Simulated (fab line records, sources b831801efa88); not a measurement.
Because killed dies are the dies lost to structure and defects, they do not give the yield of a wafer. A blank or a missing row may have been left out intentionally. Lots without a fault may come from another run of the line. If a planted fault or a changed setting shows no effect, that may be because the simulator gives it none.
Chamber matching | flow gf180mcu | 4 sister chambers for GF_V2_CMP_04 on cmp-02
The step polishes SiO2. 4 wafers are shown with their chamber, then 12 later ones without.

== EACH WAFER AND ITS CHAMBER ==
wafer  | chamber | motor-current-A (A)
L091.4 | 3       | 11.2
L093.2 | 1       | 10.8
L093.3 | 2       | 10.7
L093.4 | 0       | 10.1

== WAFERS WITH NO CHAMBER GIVEN ==
wafer  | motor-current-A (A)
L093.1 | 10.9
L093.5 | 11.0
L093.6 | 12.1
L095.1 | 12.1
L095.3 | 11.8
L095.5 | 12.0
L095.2 | 11.0
L095.4 | 11.6
L095.6 | 11.4
L097.1 | 11.5
L097.3 | 12.0
L097.6 | 10.1

== CHAMBER TAKEN BY EACH ==
wafer  | from the rows above               | in truth
L093.1 | can't be placed: 1 or 2 or 3 or 0 | 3
L093.5 | can't be placed: 1 or 3 or 2 or 0 | 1
L093.6 | can't be placed: 3 or 1 or 2 or 0 | 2
L095.1 | can't be placed: 3 or 1 or 2 or 0 | 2
L095.3 | can't be placed: 3 or 1 or 2 or 0 | 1
L095.5 | can't be placed: 3 or 1 or 2 or 0 | 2
L095.2 | can't be placed: 1 or 3 or 2 or 0 | 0
L095.4 | can't be placed: 3 or 1 or 2 or 0 | 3
L095.6 | can't be placed: 3 or 1 or 2 or 0 | 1
L097.1 | can't be placed: 3 or 1 or 2 or 0 | 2
L097.3 | can't be placed: 3 or 1 or 2 or 0 | 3
L097.6 | can't be placed: 0 or 2 or 1 or 3 | 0
Correct placement for 0 of the 12. Not placeable from these rows: 12 (in 12, the candidates include the true chamber). Wrongly placed: 0.
How it was worked out, from the rows above alone: a wafer's distance from a chamber is the root of the sum, over the readings, of the square of ((its reading less the chamber's mean) divided by the reading's scatter). The wafer belongs to the nearest chamber; if the next one is less than 2 further off, it can't be placed. The mean given for a chamber averages the wafers shown for that chamber. The scatter (one wafer shown for each chamber): square how far every hidden wafer sits from the nearest shown wafer, average those squares and take the square root.
